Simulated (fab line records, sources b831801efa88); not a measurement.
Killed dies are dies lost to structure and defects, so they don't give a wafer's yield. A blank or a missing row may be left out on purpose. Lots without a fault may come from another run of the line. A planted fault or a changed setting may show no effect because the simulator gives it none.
A struck lot beside a sound one | flow sky130 | 14 steps out of a route of 708
Sound: wafers L110.1, L110.4, L110.5. Struck: wafers L101.1, L101.2, L101.4. The cause comes at the end.
At each step with rows: each side's tool, then ch and its chambers, then its first start. Under that, the readings that differ: sound wafers | struck wafers | difference of the means | sigmas: that difference in standard deviations of wafers without a fault.
alike: readings whose means differ by less than 2 such deviations, and words and numbers that are the same on both sides. not compared: withheld readings, readings that some wafer has no value for, bounds like >300 that may hide the same value, and numbers for which the record gives no deviation and whose values overlap.
The two part at a step that has a row with sigmas, a row that says differs or no value, or rows on one side only. Numbers that don't overlap but have no deviation are shown without sigmas and don't part them. A reading that every wafer of one side lacks parts them only if that side has two wafers or more.

SKY_FIELD_ISO_ETCH_14: etches BARC in N2/H2, stops on SiO2, time 45.9 s, target depth 60 nm.
  sound on rie_diel-01 ch 0,1,3, day 5 14:32; struck on rie_diel-03 ch 0,1,2, day 3 12:23
  alike: drypump_motor_current_A, oes_product_au, rf_fwd_power_W, throttle_valve_pct
  not compared: rf_hours_counter_h
SKY_FIELD_ISO_ETCH_15: etches the open film in CHF3/O2, stops on Si, target depth 180 nm, time 72 s.
  sound on rie_diel-01 ch 0,1,3, day 5 14:35; struck on rie_diel-03 ch 0,1,2, day 3 12:26
  alike: drypump_motor_current_A, oes_product_au, rf_fwd_power_W, throttle_valve_pct
  not compared: rf_hours_counter_h
SKY_FIELD_ISO_STRIP_16: strips in O2/N2.
  sound on plasma_asher-02 ch 0, day 5 14:38; struck on plasma_asher-03 ch 0,1, day 3 12:29
  alike: drypump_motor_current_A, oes_product_au, strip_time_to_endpoint_s
  not compared: rf_hours_counter_h
SKY_FIELD_ISO_ETCH_17: etches Si in HBr/Cl2/O2, target depth 342 nm, time 101 s.
  sound on rie_si-02 ch 1,2, day 5 14:44; struck on rie_si-01 ch 0,1,3, day 3 12:35
  alike: drypump_motor_current_A, mfc_cl2_sccm, oes_product_au, throttle_valve_pct
  not compared: rf_hours_counter_h
then, 5 steps without rows for these wafers: SKY_FIELD_ISO_WET_ETCH_18 (etches Si3N4 in H3PO4, target depth 25 nm, time 286 s); SKY_FIELD_ISO_CLEAN_19 (cleans in SC1/SC2, time 150 s); SKY_FIELD_ISO_CLEAN_20 (cleans in dHF, time 20 s); SKY_FIELD_ISO_WET_ETCH_21 (etches SiO2 in dHF, target depth 20 nm, time 400 s); SKY_FIELD_ISO_OXIDATION_22 (stabilise 600 s, purge 300 s, target thk 10 nm).
SKY_FIELD_ISO_THK_MEAS_23:
  sound on film_metro-04, day 5 17:38; struck on film_metro-02, day 3 15:45
  alike: FIELD_ISO_OXIDATION_01_THK
then, 1 step without rows for these wafers: SKY_FIELD_ISO_CVD_24 (deposits SiO2, target thk 595 nm, time 99.2 s).
SKY_FIELD_ISO_THK_MEAS_25:
  sound on film_metro-04, day 5 17:46; struck on film_metro-03, day 3 15:53
  reading                   | sound       | struck      | difference | sigmas
  FIELD_ISO_CVD_24_THK (nm) | 590 582 588 | 599 606 608 | +18        | +3
SKY_FIELD_ISO_ANNEAL_26: time 1800 s.
  sound on furnace-01 ch 0, day 5 18:59; struck on furnace-02, day 3 16:10
  no value came back on the struck wafers for spike_tc_bottom_C (C), spike_tc_centre_C (C); on the sound wafers spike_tc_bottom_C (C) reads 1014.4 1013.9 1013.6
SKY_FIELD_ISO_CMP_27: polishes, stops on Si3N4, t overpolish 16 s, target thk 457.8 nm.
  sound on cmp-02 ch 0,1, day 5 20:32; struck on cmp-01 ch 0,1,2, day 3 17:40
  reading                | sound       | struck      | difference | sigmas
  time_to_endpoint_s (s) | 118 115 117 | 107 108 113 | -7         | -2
  alike: motor_current_A, overpolish_run_s

WHERE THEY PART
First at SKY_FIELD_ISO_THK_MEAS_25; last, within this record, at SKY_FIELD_ISO_CMP_27.

WHY: what the simulator had put in
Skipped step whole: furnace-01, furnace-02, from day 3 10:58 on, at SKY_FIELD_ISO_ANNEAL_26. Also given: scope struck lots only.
